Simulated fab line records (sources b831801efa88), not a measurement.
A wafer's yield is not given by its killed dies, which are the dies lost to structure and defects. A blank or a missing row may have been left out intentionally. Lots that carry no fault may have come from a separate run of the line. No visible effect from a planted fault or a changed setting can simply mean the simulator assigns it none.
Code-filled problem report in 8D (eight disciplines) form | flow sky130 | the parts of the form that need people (team, actions taken, sign-off) are left out

== 1. THE PROBLEM ==
rotationDeg at SKY_LDD_N_IMPLANT_14 reads a mean of 402.24 degrees on 6 wafers of 2 lots; wafers without a fault read 180.00 degrees with a standard deviation of 0.035. That is +99 or more standard deviations from the usual mean.
First seen on wafer L455.2, day 19 14:21, on implanter-03. At this step, 18 wafers from 6 lots have a number in the record. Rule for "out", or "out of limits": more than 4 standard deviations from the usual mean. The other wafers with a number count as sound.

== 2. WHAT THIS IS AND IS NOT ==
question                    | is                     | is not
which readings at this step | rotationDeg            | -
which lots                  | L455, L459             | L453, L466, L470, L471
which wafers of those lots  | all that have a number | -
read on which tools         | implanter-03           | implanter-01
when                        | from day 19 14:21      | up to then (3 sound wafers); but 9 sound wafers of L466, L470, L471 came after

== 3. WHAT RULES OUT EACH SUSPECT ==
Counting: a tool at any process step up to the reading remains a suspect when it ran all the lots that are out and ran no sound lot after the first of those.
- implanter-03 at SKY_LDD_N_IMPLANT_14: kept. It processed each lot that is out, first L455 at day 19 14:21, and no sound lot thereafter; up to then, the last sound lot it processed was L453 at day 18 15:36. On those wafers its own readings are out: rotationDeg.
Remaining after the count: implanter-03 at SKY_LDD_N_IMPLANT_14.

== 4. THE CAUSE (what the simulator had put in) ==
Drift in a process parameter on implanter-03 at SKY_LDD_N_IMPLANT_14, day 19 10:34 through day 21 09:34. Setting rotationDeg, moved by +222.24, from 180. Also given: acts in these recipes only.
The count eliminated every tool but this one.

== 5. THE EFFECT CHAIN, in route order ==
One row per reading whose mean, taken over the struck wafers that have a number, lies over 3 standard deviations from the usual. Only readings whose record carries a usual standard deviation are examined. hours: median over the lots of the time between each lot's start at the first step of this table that gives one and its start at this step. sigmas: the change, counted in usual standard deviations.
hours | step                 | reading     | usual          | on struck wafers | change  | sigmas
0     | SKY_LDD_N_IMPLANT_14 | rotationDeg | 180.00 degrees | 402.24           | +222.24 | +99 or more
The process steps in it:
- SKY_LDD_N_IMPLANT_14

== 6. HOW IT WOULD HAVE BEEN CAUGHT EARLIER ==
The fault began at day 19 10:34; the first out-of-limits reading in this record came at day 19 14:21, 4 hours later.
